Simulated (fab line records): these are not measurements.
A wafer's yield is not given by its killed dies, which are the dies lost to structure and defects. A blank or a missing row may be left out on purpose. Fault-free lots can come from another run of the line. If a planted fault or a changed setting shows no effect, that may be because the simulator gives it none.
Check for tools in common || flow gf180mcu || 39 wafers sampled across 13 lots

## WHY IT WAS OPENED
Of 13 lots, 1 have the reading NWELL_TW flagged at GF_NWELL_TW_MEAS_11. Fault-free wafers read 1568, with a standard deviation of 23.
Rule: flag the lot when none of its wafers has a number, or when each of its wafers that has one lies beyond 4 standard deviations from that mean. As for the other lots, they are considered sound.

{"lot": "L611", "measured": "day 3 14:47", "on": "filmMetro-01", "NWELL_TW, wafer by wafer": "1583 1586 1590", "flag": ""}
{"lot": "L612", "measured": "day 3 19:14", "on": "filmMetro-01", "NWELL_TW, wafer by wafer": "1584 1588 1598", "flag": ""}
{"lot": "L613", "measured": "day 3 23:11", "on": "filmMetro-03", "NWELL_TW, wafer by wafer": "1549 1544 1552", "flag": ""}
{"lot": "L614", "measured": "day 4 04:32", "on": "filmMetro-01", "NWELL_TW, wafer by wafer": "1601 1599 1597", "flag": ""}
{"lot": "L616", "measured": "day 4 16:41", "on": "filmMetro-01", "NWELL_TW, wafer by wafer": "1597 1594 1608", "flag": ""}
{"lot": "L618", "measured": "day 5 03:20", "on": "filmMetro-01", "NWELL_TW, wafer by wafer": "1590 1594 1583", "flag": ""}
{"lot": "L619", "measured": "day 5 09:31", "on": "filmMetro-03", "NWELL_TW, wafer by wafer": "1565 1563 1542", "flag": ""}
{"lot": "L621", "measured": "day 5 20:28", "on": "filmMetro-02", "NWELL_TW, wafer by wafer": "1544 1537 1529", "flag": ""}
{"lot": "L624", "measured": "day 6 12:56", "on": "filmMetro-01", "NWELL_TW, wafer by wafer": "1589 1584 1592", "flag": ""}
{"lot": "L625", "measured": "day 6 17:10", "on": "filmMetro-02", "NWELL_TW, wafer by wafer": "29 29 29", "flag": "FLAGGED"}
{"lot": "L629", "measured": "day 7 15:24", "on": "filmMetro-02", "NWELL_TW, wafer by wafer": "1537 1530 1535", "flag": ""}
{"lot": "L631", "measured": "day 8 02:19", "on": "filmMetro-03", "NWELL_TW, wafer by wafer": "1550 1549 1544", "flag": ""}
{"lot": "L633", "measured": "day 8 16:59", "on": "filmMetro-01", "NWELL_TW, wafer by wafer": "1577 1590 1585", "flag": ""}
The numbers of the flagged lots are 29 on average: -1539 against the usual, or -67 standard deviations.

## WHICH TOOL EACH LOT WENT THROUGH
The record holds 1 process step before the reading, out of a route of 602 steps. In each cell: the tool, then ch and the chambers that the sampled wafers went through, then the start.
{"lot": "L611", "flag": "", "GF_NWELL_EXPOSE_04": "ilineStepper-02 ch 0, day 3 08:02"}
{"lot": "L612", "flag": "", "GF_NWELL_EXPOSE_04": "ilineStepper-01 ch 0, day 3 12:31"}
{"lot": "L613", "flag": "", "GF_NWELL_EXPOSE_04": "ilineStepper-02 ch 0, day 3 16:07"}
{"lot": "L614", "flag": "", "GF_NWELL_EXPOSE_04": "ilineStepper-02 ch 0, day 3 21:05"}
{"lot": "L616", "flag": "", "GF_NWELL_EXPOSE_04": "ilineStepper-01 ch 0, day 4 09:33"}
{"lot": "L618", "flag": "", "GF_NWELL_EXPOSE_04": "ilineStepper-01 ch 0, day 4 20:14"}
{"lot": "L619", "flag": "", "GF_NWELL_EXPOSE_04": "ilineStepper-02 ch 0, day 5 02:22"}
{"lot": "L621", "flag": "", "GF_NWELL_EXPOSE_04": "ilineStepper-01 ch 0, day 5 13:39"}
{"lot": "L624", "flag": "", "GF_NWELL_EXPOSE_04": "ilineStepper-02 ch 0, day 6 05:22"}
{"lot": "L625", "flag": "FLAGGED", "GF_NWELL_EXPOSE_04": "ilineStepper-01 ch 0, day 6 08:55"}
{"lot": "L629", "flag": "", "GF_NWELL_EXPOSE_04": "ilineStepper-02 ch 0, day 7 07:12"}
{"lot": "L631", "flag": "", "GF_NWELL_EXPOSE_04": "ilineStepper-01 ch 0, day 7 17:56"}
{"lot": "L633", "flag": "", "GF_NWELL_EXPOSE_04": "ilineStepper-02 ch 0, day 8 08:25"}
These steps, and what they do:
- GF_NWELL_EXPOSE_04: exposes mask Nwell, target cd 860 nm.
- GF_NWELL_TW_MEAS_11

## FLAGGED OVER TOTAL, TOOL BY TOOL (the gauges that took the reading come last)
{"step": "GF_NWELL_EXPOSE_04", "tool": "ilineStepper-01", "lots run": 6, "flagged": 1, "share of the flagged lots": "all", "sound lots run after its first flagged lot": "1 (L631)"}
{"step": "GF_NWELL_EXPOSE_04", "tool": "ilineStepper-02", "lots run": 7, "flagged": 0, "share of the flagged lots": "none", "sound lots run after its first flagged lot": "-"}
{"step": "GF_NWELL_TW_MEAS_11", "tool": "filmMetro-01", "lots run": 7, "flagged": 0, "share of the flagged lots": "none", "sound lots run after its first flagged lot": "-"}
{"step": "GF_NWELL_TW_MEAS_11", "tool": "filmMetro-02", "lots run": 3, "flagged": 1, "share of the flagged lots": "all", "sound lots run after its first flagged lot": "1 (L629)"}
{"step": "GF_NWELL_TW_MEAS_11", "tool": "filmMetro-03", "lots run": 3, "flagged": 0, "share of the flagged lots": "none", "sound lots run after its first flagged lot": "-"}

## THE TABLE: WHAT IT ALLOWS
Rows of the table that ran all the flagged lots, 2 in number: ilineStepper-01 at GF_NWELL_EXPOSE_04; filmMetro-02 at GF_NWELL_TW_MEAS_11.
- ilineStepper-01 at GF_NWELL_EXPOSE_04: 1 of its 6 lots flagged. Sound lots ran on it after the first flagged one (L631), which a lasting fault on the whole tool wouldn't allow.
- filmMetro-02 at GF_NWELL_TW_MEAS_11: 1 of its 3 lots flagged. Sound lots ran on it after the first flagged one (L629), which a lasting fault on the whole tool wouldn't allow.
No row of the table ran every flagged lot and no sound lot after the first.

## WHAT WAS PUT IN BY THE SIMULATOR
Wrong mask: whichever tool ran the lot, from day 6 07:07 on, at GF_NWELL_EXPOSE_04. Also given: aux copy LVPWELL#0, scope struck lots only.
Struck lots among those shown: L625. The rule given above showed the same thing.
